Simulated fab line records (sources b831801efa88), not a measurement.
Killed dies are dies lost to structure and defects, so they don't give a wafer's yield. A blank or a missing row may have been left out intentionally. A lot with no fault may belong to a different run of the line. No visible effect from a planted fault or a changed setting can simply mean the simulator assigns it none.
fab line records	flow sky130
record: lots: 15	wafers: 45	last-day: 50
route steps=708 shown VIA2@519 METAL3@564 CAP2M@615
lots that met no fault: from a run of the same line without faults
start-h: the number of hours between the record's first day and the start of the first shown wafer of the lot	wait-h: hours from the lot's prior step to this one	" the same as in the row above	L1.1+2: one row covering several wafers at once	- no value, or no start was given	* or withheld: withheld	< > ~ a bound
route shown NAME@n: NAME is a module with steps in the file, n the number in the route of the first one	usual: mean and standard deviation over wafers with no fault	same: alike in all rows	chamber/n: place in a boat	sites: per-site readings	_std_site: how widely they spread, as a standard deviation	_edge_site: the outer-site mean with the inner-site mean subtracted	radius-mm: for every site, how far away it sits from the centre of the wafer	mask NAME#n: copy n	behind: the last tool/chamber to shape the wafer	hold: why the lot went on hold/how many hours it stayed there/how the hold came to an end	device: transistor that didn't switch, given as n, p or np	end of line: tests of these same wafers at the route's end	a step given without rows: its recipe and nothing more	killed: dies that structure and defects cost at the first sort, which is not the same as the wafer's yield	map: per-die view of a wafer (x killed, . not killed, _ where there is no die)
set.NAME: the setting the step ran with; set.NAME@STEP: the setting that earlier step ran with	model.NAME: the simulator's own value behind a step, which no gauge read
route steps across a sampled set of lots; one table per step, one row per wafer
services: from which hour (start-h, from the record's first day; less than 0 if before it) a tool's chamber was out of use, for how many hours, and why
== steps ==
step: SKY_VIA2_CD_MEAS_12
recipe: target-cd-nm: 200
usual: cd-nm: 199.9/1.2
lot.wafer	tool	chamber	start-h	wait-h	cd-nm
L132.2	cd-sem-02	-	864.51	-	199.2
L132.4	"	-	"	"	200.6
L132.5	"	-	"	"	200.7
L133.2	cd-sem-01	-	870.66	-	201.6
L133.3	"	-	"	"	199.8
L133.6	"	-	"	"	200.2
L134.1	cd-sem-02	-	893.58	-	198.4
L134.5	"	-	"	"	198.5
L134.6	"	-	"	"	198.3
L136.2	cd-sem-02	-	902.30	-	200.7
L136.4	"	-	"	"	200.2
L136.5	"	-	"	"	200.4
L137.2	cd-sem-02	-	922.85	-	198.9
L137.4	"	-	"	"	199.9
L137.5	"	-	"	"	201.6
L140.1	cd-sem-02	-	929.49	-	200.2
L140.3	"	-	"	"	198.8
L140.4	"	-	"	"	201.0
L141.2	cd-sem-01	-	937.55	-	198.6
L141.3	"	-	"	"	198.5
L141.4	"	-	"	"	199.0
L142.2	cd-sem-02	-	952.47	-	201.6
L142.5	"	-	"	"	202.4
L142.6	"	-	"	"	202.4
L143.2	cd-sem-02	-	971.50	-	198.9
L143.5	"	-	"	"	198.2
L143.6	"	-	"	"	200.8
L146.2	cd-sem-02	-	977.66	-	199.7
L146.3	"	-	"	"	200.3
L146.5	"	-	"	"	201.2
L147.1	cd-sem-02	-	977.99	-	199.0
L147.3	"	-	"	"	199.5
L147.5	"	-	"	"	198.6
L148.1	cd-sem-02	-	981.00	-	200.5
L148.5	"	-	"	"	200.6
L148.6	"	-	"	"	199.6
L149.1	cd-sem-01	-	987.03	-	201.3
L149.3	"	-	"	"	201.1
L149.4	"	-	"	"	200.1
L150.2	cd-sem-01	-	987.47	-	198.9
L150.4	"	-	"	"	198.5
L150.5	"	-	"	"	198.8
L152.3	cd-sem-02	-	1010.52	-	201.8
L152.5	"	-	"	"	201.4
L152.6	"	-	"	"	201.8
step: SKY_METAL3_OVL_MEAS_14
usual: METAL3_OVL: 1/4.5
lot.wafer	tool	chamber	start-h	wait-h	METAL3_OVL[nm]
L132.2	overlay-02	-	916.78	0.1	-3
L132.4	"	-	"	"	-5
L132.5	"	-	"	"	4
L133.2	overlay-02	-	923.58	0.1	6
L133.3	"	-	"	"	1
L133.6	"	-	"	"	3
L134.1	overlay-01	-	944.30	0.1	-3
L134.5	"	-	"	"	0
L134.6	"	-	"	"	-2
L136.2	overlay-02	-	953.83	0.1	3
L136.4	"	-	"	"	8
L136.5	"	-	"	"	6
L137.2	overlay-02	-	974.28	0.1	0
L137.4	"	-	"	"	-3
L137.5	"	-	"	"	2
L140.1	overlay-01	-	980.42	0.1	6
L140.3	"	-	"	"	2
L140.4	"	-	"	"	0
L141.2	overlay-02	-	988.11	0.1	-4
L141.3	"	-	"	"	2
L141.4	"	-	"	"	-4
L142.2	overlay-02	-	1002.58	0.1	2
L142.5	"	-	"	"	-2
L142.6	"	-	"	"	-3
L143.2	overlay-01	-	1018.93	0.1	-3
L143.5	"	-	"	"	-5
L143.6	"	-	"	"	-2
L146.2	overlay-02	-	1026.21	0.1	0
L146.3	"	-	"	"	-1
L146.5	"	-	"	"	-1
L147.1	overlay-01	-	1026.67	0.1	1
L147.3	"	-	"	"	-5
L147.5	"	-	"	"	2
L148.1	overlay-01	-	1029.30	0.1	3
L148.5	"	-	"	"	4
L148.6	"	-	"	"	-3
L149.1	overlay-01	-	1035.27	0.1	1
L149.3	"	-	"	"	6
L149.4	"	-	"	"	4
L150.2	overlay-02	-	1036.36	0.1	1
L150.4	"	-	"	"	-5
L150.5	"	-	"	"	4
L152.3	overlay-01	-	1058.34	0.1	-6
L152.5	"	-	"	"	-6
L152.6	"	-	"	"	1
step: SKY_CAP2M_OVL_MEAS_12
usual: CAP2M_OVL: -0.6/1.5
lot.wafer	tool	chamber	start-h	wait-h	CAP2M_OVL[nm]
L132.2	overlay-01	-	968.21	0.1	-0.1
L132.4	"	-	"	"	-1.0
L132.5	"	-	"	"	1.1
L133.2	overlay-01	-	977.79	0.1	-2.1
L133.3	"	-	"	"	-0.9
L133.6	"	-	"	"	-3.4
L134.1	overlay-01	-	994.28	0.1	-1.1
L134.5	"	-	"	"	-1.1
L134.6	"	-	"	"	-0.2
L136.2	overlay-02	-	1004.64	0.1	-1.7
L136.4	"	-	"	"	-3.1
L136.5	"	-	"	"	-1.9
L137.2	overlay-01	-	1023.89	0.1	0.7
L137.4	"	-	"	"	0.3
L137.5	"	-	"	"	-1.4
L140.1	overlay-02	-	1029.48	0.1	-1.7
L140.3	"	-	"	"	-1.1
L140.4	"	-	"	"	-2.0
L141.2	overlay-01	-	1037.56	0.1	1.1
L141.3	"	-	"	"	1.8
L141.4	"	-	"	"	1.0
L142.2	overlay-01	-	1050.79	0.1	-0.8
L142.5	"	-	"	"	-1.3
L142.6	"	-	"	"	-0.2
L143.2	overlay-02	-	1065.59	0.1	1.2
L143.5	"	-	"	"	-0.3
L143.6	"	-	"	"	1.3
L146.2	overlay-02	-	1072.61	0.1	-0.7
L146.3	"	-	"	"	-1.3
L146.5	"	-	"	"	0.4
L147.1	overlay-01	-	1073.20	0.1	-1.0
L147.3	"	-	"	"	0.4
L147.5	"	-	"	"	-1.8
L148.1	overlay-01	-	1075.76	0.2	1.5
L148.5	"	-	"	"	0.2
L148.6	"	-	"	"	-0.3
L149.1	overlay-01	-	1081.75	0.1	-1.4
L149.3	"	-	"	"	-1.7
L149.4	"	-	"	"	-1.0
L150.2	overlay-02	-	1082.39	0.1	-0.9
L150.4	"	-	"	"	-1.5
L150.5	"	-	"	"	-1.0
L152.3	overlay-01	-	1103.47	0.1	1.7
L152.5	"	-	"	"	1.4
L152.6	"	-	"	"	1.1
step: SKY_CAP2M_METAL_ETCH_13
recipe: target-depth-nm: 220	stop-on: SiO2	chemistry: Cl2/BCl3	target: TiN	pressure-mtorr: 10	icp-w: 900	bias-w: 48.5	Cl2_flow_sccm: 60	bcl3-flow-sccm: 30	time-s: 62.9
usual: bcl3-flow-sccm: 30.00/0.091	bias-w: 48.51/0.13	drypump-motor-current-A: 5.9/0.39	oes-product-au: 0.939/0.0073	rf-fwd-power-W: 892/4	throttle-valve-pct: 21.903/0.01
lot.wafer	tool	chamber	start-h	wait-h	bcl3-flow-sccm	bias-w	drypump-motor-current-A	oes-product-au	rf-fwd-power-W	rf-hours-counter-h	throttle-valve-pct
L132.2	rie-metal-04	0	968.24	0.0	29.80	48.41	6.1	0.932	893	2	21.917
L132.4	"	0	"	"	29.82	48.63	6.1	0.934	884	-	21.896
L132.5	"	0	"	"	30.10	48.44	6.1	0.936	890	-	21.900
L133.2	rie-metal-02	1	977.82	0.0	30.05	48.48	5.2	0.939	895	18	21.913
L133.3	"	0	"	"	30.14	48.47	6.4	0.943	891	-	21.911
L133.6	"	1	"	"	30.09	48.31	5.2	0.946	893	-	21.897
L134.1	rie-metal-03	0	994.32	0.0	30.15	48.56	6.1	0.932	893	14	21.907
L134.5	"	1	"	"	29.97	48.55	5.6	0.926	887	-	21.902
L134.6	"	0	"	"	30.14	48.63	6.1	0.939	894	-	21.902
L136.2	rie-metal-02	1	1004.67	0.0	29.97	48.61	5.2	0.931	899	20	21.923
L136.4	"	1	"	"	30.09	48.48	5.2	0.943	892	-	21.890
L136.5	"	1	"	"	29.87	48.55	5.2	0.946	898	-	21.908
L137.2	rie-metal-03	0	1023.92	0.0	30.11	48.57	6.1	0.937	888	15	21.902
L137.4	"	0	"	"	29.98	48.51	6.1	0.931	893	-	21.903
L137.5	"	0	"	"	29.93	48.49	6.1	0.926	888	-	21.914
L140.1	rie-metal-04	1	1029.52	0.0	29.96	48.26	6.1	0.942	893	19	21.915
L140.3	"	0	"	"	30.03	48.47	6.1	0.931	888	-	21.910
L140.4	"	1	"	"	29.95	48.55	6.1	0.933	894	-	21.902
L141.2	rie-metal-04	0	1037.59	0.0	-	-	-	-	-	-	-
L141.3	"	0	"	"	-	-	-	-	-	-	-
L141.4	"	1	"	"	-	-	-	-	-	-	-
L142.2	rie-metal-02	1	1050.82	0.0	-	-	-	-	-	-	-
L142.5	"	1	"	"	-	-	-	-	-	-	-
L142.6	"	0	"	"	-	-	-	-	-	-	-
L143.2	rie-metal-03	0	1065.62	0.0	-	-	-	-	-	-	-
L143.5	"	1	"	"	-	-	-	-	-	-	-
L143.6	"	0	"	"	-	-	-	-	-	-	-
L146.2	rie-metal-02	1	1072.67	0.0	29.93	48.41	5.2	0.934	899	-	21.917
L146.3	"	1	"	"	29.91	48.34	5.2	0.934	895	-	21.890
L146.5	"	1	"	"	29.95	48.52	5.2	0.931	893	-	21.902
L147.1	rie-metal-03	0	1073.24	0.0	30.03	48.55	6.1	0.949	892	18	21.900
L147.3	"	1	"	"	30.08	48.70	5.6	0.943	887	-	21.912
L147.5	"	0	"	"	29.95	48.43	6.1	0.946	890	-	21.905
L148.1	rie-metal-04	0	1075.80	0.0	30.02	48.45	6.1	0.931	887	9	21.899
L148.5	"	1	"	"	29.99	48.30	6.1	0.930	896	-	21.913
L148.6	"	0	"	"	30.08	48.35	6.1	0.945	884	-	21.915
L149.1	rie-metal-02	1	1081.79	0.0	30.00	48.65	5.2	0.957	899	24	21.910
L149.3	"	0	"	"	30.01	48.68	6.4	0.942	890	-	21.909
L149.4	"	1	"	"	29.95	48.28	5.2	0.940	892	-	21.899
L150.2	rie-metal-04	1	1082.42	0.0	29.89	48.49	6.1	0.949	890	23	21.899
L150.4	"	1	"	"	29.99	48.45	6.1	0.947	891	-	21.909
L150.5	"	0	"	"	29.98	48.79	6.1	0.945	884	-	21.902
L152.3	rie-metal-03	0	1103.52	0.0	30.02	48.27	6.1	0.937	887	-	21.911
L152.5	"	0	"	"	30.04	48.26	6.1	0.923	889	-	21.905
L152.6	"	1	"	"	30.04	48.52	5.6	0.939	895	-	21.897
step: SKY_CAP2M_STRIP_14
recipe: chemistry: O2/N2	power-w: 1400	pressure-mtorr: 1500	platen-temp-c: withheld	o2-flow-sccm: 3000	n2-flow-sccm: 300	overash-fraction: 0.5
usual: drypump-motor-current-A: 5.3/0.39	oes-product-au: 0.710/0.0048	strip-time-to-endpoint-s: 12.67/0.041
same: overash-fraction: 0.5
lot.wafer	tool	chamber	start-h	wait-h	drypump-motor-current-A	oes-product-au	rf-hours-counter-h	strip-time-to-endpoint-s
L132.2	plasma-asher-02	1	968.32	0.1	4.9	0.710	22	12.69
L132.4	"	0	"	"	5.0	0.709	-	12.67
L132.5	"	1	"	"	4.9	0.705	-	12.61
L133.2	plasma-asher-01	1	977.89	0.1	5.9	0.712	81	12.68
L133.3	"	1	"	"	5.8	0.716	-	12.67
L133.6	"	0	"	"	5.3	0.716	-	12.66
L134.1	plasma-asher-01	0	994.39	0.1	5.3	0.706	83	12.59
L134.5	"	0	"	"	5.4	0.708	-	12.61
L134.6	"	1	"	"	5.8	0.709	-	12.61
L136.2	plasma-asher-01	0	1004.75	0.1	5.4	0.714	83	12.71
L136.4	"	1	"	"	5.8	0.711	-	12.69
L136.5	"	1	"	"	5.8	0.708	-	12.69
L137.2	plasma-asher-04	0	1024.00	0.1	5.0	0.714	116	12.73
L137.4	"	0	"	"	5.0	0.704	-	12.68
L137.5	"	1	"	"	5.9	0.704	-	12.73
L140.1	plasma-asher-01	0	1029.59	0.1	5.4	0.707	86	12.64
L140.3	"	1	"	"	5.9	0.717	-	12.63
L140.4	"	0	"	"	5.3	0.713	-	12.65
L141.2	plasma-asher-02	0	1037.67	0.1	5.0	0.712	29	14.16
L141.3	"	1	"	"	4.9	0.715	-	14.15
L141.4	"	0	"	"	5.0	0.722	-	14.16
L142.2	plasma-asher-04	0	1050.90	0.1	5.0	0.716	119	14.16
L142.5	"	1	"	"	5.9	0.713	-	14.16
L142.6	"	0	"	"	5.0	0.723	-	14.13
L143.2	plasma-asher-02	1	1065.70	0.1	4.9	0.721	32	14.19
L143.5	"	1	"	"	4.9	0.705	-	14.14
L143.6	"	0	"	"	5.0	0.726	-	14.16
L146.2	plasma-asher-04	1	1072.79	0.1	5.9	0.715	0	12.56
L146.3	"	0	"	"	5.0	0.702	-	12.60
L146.5	"	0	"	"	5.0	0.714	-	12.64
L147.1	plasma-asher-01	0	1073.32	0.1	5.4	0.713	90	12.71
L147.3	"	0	"	"	5.3	0.714	-	12.71
L147.5	"	1	"	"	5.8	0.712	-	12.73
L148.1	plasma-asher-02	0	1075.88	0.1	5.0	0.704	33	12.76
L148.5	"	0	"	"	5.0	0.712	-	12.68
L148.6	"	1	"	"	4.9	0.719	-	12.75
L149.1	plasma-asher-02	0	1081.87	0.1	5.0	0.708	34	12.66
L149.3	"	0	"	"	5.0	0.709	-	12.70
L149.4	"	1	"	"	4.9	0.716	-	12.63
L150.2	plasma-asher-01	0	1082.50	0.1	5.3	0.707	91	12.67
L150.4	"	0	"	"	5.3	0.709	-	12.66
L150.5	"	1	"	"	5.8	0.706	-	12.69
L152.3	plasma-asher-01	1	1103.60	0.1	5.8	0.709	-	12.64
L152.5	"	1	"	"	5.8	0.714	-	12.68
L152.6	"	0	"	"	5.3	0.710	-	12.64
== services ==
tool	chamber	start-h	hours	kind
plasma-asher-01	-	982.43	0.4	repair
rie-metal-04	-	988.89	2.8	pm
plasma-asher-01	-	999.09	3.7	repair
plasma-asher-04	-	1002.51	14.0	repair
plasma-asher-02	-	1008.19	2.8	pm
plasma-asher-01	-	1018.19	0.9	repair
rie-metal-02	-	1052.29	4.3	pm
plasma-asher-04	-	1055.25	9.0	pm
plasma-asher-04	0	1055.25	9.0	vent-cycle
plasma-asher-04	1	1055.25	9.0	vent-cycle
plasma-asher-02	-	1063.33	0.8	repair
plasma-asher-04	0	1064.25	-	clean
plasma-asher-04	1	1064.25	-	clean
rie-metal-03	-	1069.41	0.6	repair
plasma-asher-04	-	1070.68	2.0	repair
rie-metal-02	0	1072.14	4.6	repair
rie-metal-02	1	1082.11	-	clean
rie-metal-02	1	1082.11	17.3	scheduled-down
rie-metal-02	1	1082.11	17.3	vent-cycle
== key ==
first-sign: step: SKY_CAP2M_METAL_ETCH_13	reading: tool-record	direction: missing
effect: step: SKY_CAP2M_STRIP_14	reading: strip-time-to-endpoint-s	direction: up	sigmas: 36	usual: *	struck: *
met-at SKY_CAP2M_METAL_ETCH_13
struck-lots L141,L142,L143
later-rows-left-out L141.2,L141.3,L141.4,L142.2,L142.5,L142.6,L143.2,L143.5,L143.6
sort-left-out L141.2,L141.3,L141.4,L142.2,L142.5,L142.6,L143.2,L143.5,L143.6
not-acting-at SKY_VIA2_CD_MEAS_12,SKY_METAL3_OVL_MEAS_14,SKY_CAP2M_OVL_MEAS_12
onset-between 1029.52 1037.59
fault: kind: skipped-step-whole	tool: rie-metal-02,rie-metal-03,rie-metal-04	chamber: -	onset-h: 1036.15	steps: SKY_CAP2M_METAL_ETCH_13	scope: struck-lots-only
sort-left-out: the simulated sort isn't trusted on such a fault, so these wafers' sort isn't shown, and their yield isn't known
later-rows-left-out: the simulator's readings of these wafers behind a module that went badly wrong aren't trusted and aren't shown, but for the sort
